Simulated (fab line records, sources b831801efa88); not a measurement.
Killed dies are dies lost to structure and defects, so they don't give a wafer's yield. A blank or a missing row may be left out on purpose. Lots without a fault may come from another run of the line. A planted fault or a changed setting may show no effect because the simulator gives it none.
Chamber matching | flow sky130 | SKY_VIA4_ETCH_12 on rie_diel-04: 4 sister chambers
The step etches SiO2 in C4F8/O2/Ar, stops on TiN, target depth 580 nm. 4 wafers are shown with their chamber, then 7 later ones without.

WAFERS WITH THEIR CHAMBER
wafer  | chamber | oes_product_au (a.u.)
L105.5 | 2       | 0.932
L107.5 | 1       | 0.922
L108.1 | 0       | 0.920
L108.2 | 3       | 0.921

WAFERS WITHOUT THEIR CHAMBER
wafer  | oes_product_au (a.u.)
L108.5 | 0.925
L109.2 | 0.924
L109.4 | 0.929
L109.6 | 0.936
L118.1 | 0.928
L118.3 | 0.925
L118.4 | 0.925

WHICH CHAMBER EACH WENT THROUGH
wafer  | from the rows above               | in truth
L108.5 | can't be placed: 1 or 3 or 0 or 2 | 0
L109.2 | can't be placed: 1 or 3 or 0 or 2 | 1
L109.4 | can't be placed: 2 or 1 or 3 or 0 | 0
L109.6 | 2                                 | 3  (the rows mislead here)
L118.1 | can't be placed: 2 or 1 or 3 or 0 | 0
L118.3 | can't be placed: 1 or 3 or 0 or 2 | 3
L118.4 | can't be placed: 1 or 3 or 0 or 2 | 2
Placed correctly: 0 of 7. Can't be placed from these rows: 6 (the true chamber is among the candidates in 6). Placed wrongly: 1.
How it was worked out, from the rows above alone: a wafer's distance from a chamber is the root of the sum, over the readings, of the square of ((its reading less the chamber's mean) divided by the reading's scatter). The wafer belongs to the nearest chamber; if the next one is less than 2 further off, it can't be placed. A chamber's mean is the mean of its shown wafers. The scatter: with one shown wafer a chamber, the root of the mean of the squares of how far each hidden wafer lies from its nearest shown one.
